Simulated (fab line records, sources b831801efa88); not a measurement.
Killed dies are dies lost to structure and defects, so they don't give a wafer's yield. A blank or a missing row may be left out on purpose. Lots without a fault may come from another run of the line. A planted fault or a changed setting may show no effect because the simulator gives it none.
Which tool did it? | flow gf180mcu | 6 lots, 18 wafers sampled, at 1 step of a route of 602

WHAT THE GAUGES READ, wafer by wafer
GF_MIM_RS_MEAS_10: measures by four-point-probe.
lot  | measured     | on            | MIM_ALCU_RS (ohm/sq)
L277 | day 25 08:49 | film_metro-01 | 0.1621 0.1636 0.1635
L280 | day 26 01:51 | film_metro-02 | 0.1600 0.1612 0.1609
L285 | day 28 00:50 | film_metro-01 | 0.1597 0.1602 0.1597
L290 | day 29 14:41 | film_metro-02 | 0.1595 0.1590 0.1577
L293 | day 30 10:20 | film_metro-02 | 0.1622 0.1623 0.1614
L298 | day 31 14:00 | film_metro-01 | 0.1597 0.1592 0.1587

WHICH TOOL RAN EACH LOT (tool, then ch and the chambers of the sampled wafers, then the start)
The record holds no process step before these readings.

THE ANSWER, worked out from the rows above alone
Rule: what is usual is taken from the lots themselves. Put in order of their means at a reading, lots are off if they are a third of the lots or fewer, leave a main group of 4 or more, and stand apart from it by a gap of 3 or more times the standard deviation of the main group's means; of several such gaps the widest counts. A main group whose means are all the same, to the digits that the tables above print for the reading, isn't used. A lot without any number at a reading at which 4 lots or more have one is off too. The other lots that the step has rows for count as sound.
No lot is off at any reading shown: from this, nothing can be told.

WHAT THE SIMULATOR HAD PUT IN
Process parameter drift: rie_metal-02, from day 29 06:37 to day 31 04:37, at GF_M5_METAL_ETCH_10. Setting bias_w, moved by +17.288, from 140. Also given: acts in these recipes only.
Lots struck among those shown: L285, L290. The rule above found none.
